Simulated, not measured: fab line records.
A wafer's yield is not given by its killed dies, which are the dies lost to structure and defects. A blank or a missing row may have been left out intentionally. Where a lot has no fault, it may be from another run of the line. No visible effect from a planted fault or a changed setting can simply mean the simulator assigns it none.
8D (eight disciplines) problem report, filled in by code	flow gf180mcu	the parts of the form that need people (team, actions taken, sign-off) are left out

1. PROBLEM STATEMENT
Mean of cathode-dc-power-W at GF_TOP_METAL_SPUTTER_01: 5845.8 W across 6 wafers in 2 lots; on wafers with no fault it is 6500.0 W (standard deviation 1.2). That is -99 or more standard deviations from the usual mean.
The step: material TiN, target thk 30 nm, time 25 s.
First seen on wafer L789.2, day 33 02:58, on pvd-sputter-03. At this step, 39 wafers from 13 lots have a number in the record. Rule for "out" (also "out of limits"): further than 4 standard deviations from the usual mean. The other wafers with a number count as sound.

2. WHAT IT IS, AND WHAT IT ISN'T
question	is	is not
which readings at this step	cathode-dc-power-W	throttle-valve-pct
which lots	L789, L790	L769, L771, L772, L773, L774, L775, L778, L779, L781, L783, L792
which wafers of those lots	all that have a number	-
read on which tools	pvd-sputter-03	pvd-sputter-01, pvd-sputter-04
when	from day 33 02:58	up to then (30 sound wafers); but 3 sound wafers of L792 came after

3. THE SUSPECTS, EACH WITH WHAT RULES IT OUT
Counting: a tool stays on the suspect list if, at a process step up to the reading, it processed all lots that are out and no sound lot following the first of them.
- pvd-sputter-03 at GF_TOP_METAL_SPUTTER_01 (material TiN, target thk 30 nm, time 25 s): kept. All lots that are out passed through it, beginning with L789 at day 33 02:58, and no sound lot followed; its final sound lot before that point was L783 at day 31 12:52. Out on those wafers are its own readings of cathode-dc-power-W.
Left after counting: pvd-sputter-03 at GF_TOP_METAL_SPUTTER_01.

4. THE CAUSE (what the simulator had put in)
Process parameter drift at GF_TOP_METAL_SPUTTER_01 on pvd-sputter-03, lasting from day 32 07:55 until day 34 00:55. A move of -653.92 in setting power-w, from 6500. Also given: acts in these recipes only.
Only this tool survived the counting.

5. THE CHAIN OF EFFECTS, in route order
Each row: a reading where the mean over the struck wafers with a number is more than 3 standard deviations away from the usual. Only readings whose record carries a usual standard deviation are examined. hours: median over the lots of the time between each lot's start at the first step of this table that gives one and its start at this step. sigmas: the change, counted in usual standard deviations.
hours	step	reading	usual	on struck wafers	change	sigmas
0	GF_TOP_METAL_SPUTTER_01	cathode-dc-power-W	6500.0 W	5845.8	-654.2	-99 or more
Here are the process steps it includes:
- GF_TOP_METAL_SPUTTER_01: material TiN, target thk 30 nm, time 25 s.
At these later measuring or inspecting steps, every struck wafer for which the step has a row has a number for every such reading, and none has moved that far: GF_PASSIVATION_BOW_MEAS_14.

6. WHAT WOULD HAVE CAUGHT IT SOONER
In this record no reading fell out of limits until day 33 02:58, 19 hours after the fault had begun at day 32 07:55.
